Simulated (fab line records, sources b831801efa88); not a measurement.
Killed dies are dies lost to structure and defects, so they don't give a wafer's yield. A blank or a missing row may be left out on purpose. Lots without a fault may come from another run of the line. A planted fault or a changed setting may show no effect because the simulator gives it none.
Chamber matching | flow gf180mcu | GF_V1_CMP_04 on cmp-02: 4 sister chambers
The step polishes SiO2. 16 wafers are shown with their chamber, then 8 later ones without.

WAFERS WITH THEIR CHAMBER
wafer  | chamber | motor_current_A (A) | time_to_endpoint_s (s) | edge_zone_pressure_frac
L484.1 | 1       | 9.8                 | 82                     | 0.995
L484.4 | 2       | 12.1                | 91                     | 1.000
L484.5 | 2       | 11.8                | 89                     | 1.001
L485.1 | 1       | 9.7                 | 81                     | 0.999
L485.4 | 2       | 12.0                | 93                     | 0.990
L485.5 | 2       | 12.2                | 91                     | 0.995
L486.1 | 3       | 11.9                | 80                     | 0.994
L486.3 | 0       | 12.6                | 95                     | 1.001
L486.6 | 0       | 13.3                | 94                     | 0.999
L497.2 | 0       | 13.1                | 78                     | 1.003
L497.4 | 1       | 10.1                | 78                     | 1.002
L497.5 | 2       | 12.5                | 87                     | 0.998
L498.4 | 0       | 12.8                | 95                     | 1.001
L498.5 | 0       | 12.2                | 92                     | 0.994
L498.6 | 1       | 10.2                | 88                     | 1.002
L501.2 | 0       | 13.2                | 86                     | 1.002

SIGNATURES (means of the wafers above)
reading                 | chamber 0 | chamber 1 | chamber 2 | chamber 3 | scatter within a chamber
motor_current_A         | 12.867    | 9.950     | 12.120    | 11.900    | 0.331
time_to_endpoint_s      | 90.00     | 82.25     | 90.20     | 80.00     | 5.03
edge_zone_pressure_frac | 1.00000   | 0.99950   | 0.99680   | 0.99400   | 0.00369
Rule: a wafer's distance from a chamber is the root of the sum, over the readings, of the square of ((its reading less the chamber's mean) divided by the reading's scatter). The wafer belongs to the nearest chamber; if the next one is less than 2 further off, it can't be placed. The scatter: the root of (the sum of the squares of (reading less its chamber's mean) over the shown wafers, divided by (wafers less chambers)).

WAFERS WITHOUT THEIR CHAMBER
wafer  | motor_current_A (A) | time_to_endpoint_s (s) | edge_zone_pressure_frac
L501.5 | 11.9                | 90                     | 1.001
L501.6 | 12.7                | 89                     | 1.003
L502.1 | 13.5                | 89                     | 1.000
L502.2 | 11.7                | 82                     | 0.993
L502.5 | 12.0                | 92                     | 1.001
L503.2 | 12.3                | 84                     | 1.001
L503.3 | 13.5                | 91                     | 0.993
L503.5 | 12.6                | 99                     | 0.997

WHICH CHAMBER EACH WENT THROUGH
wafer  | from the rows above          | in truth
L501.5 | can't be placed: 2 or 3 or 0 | 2
L501.6 | can't be placed: 0 or 2      | 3
L502.1 | 0                            | 0
L502.2 | can't be placed: 3 or 2      | 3
L502.5 | can't be placed: 2 or 0 or 3 | 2
L503.2 | can't be placed: 2 or 0 or 3 | 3
L503.3 | can't be placed: 0 or 2      | 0
L503.5 | can't be placed: 0 or 2      | 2
Placed correctly: 1 of 8. Can't be placed from these rows: 7 (the true chamber is among the candidates in 6). Placed wrongly: 0.
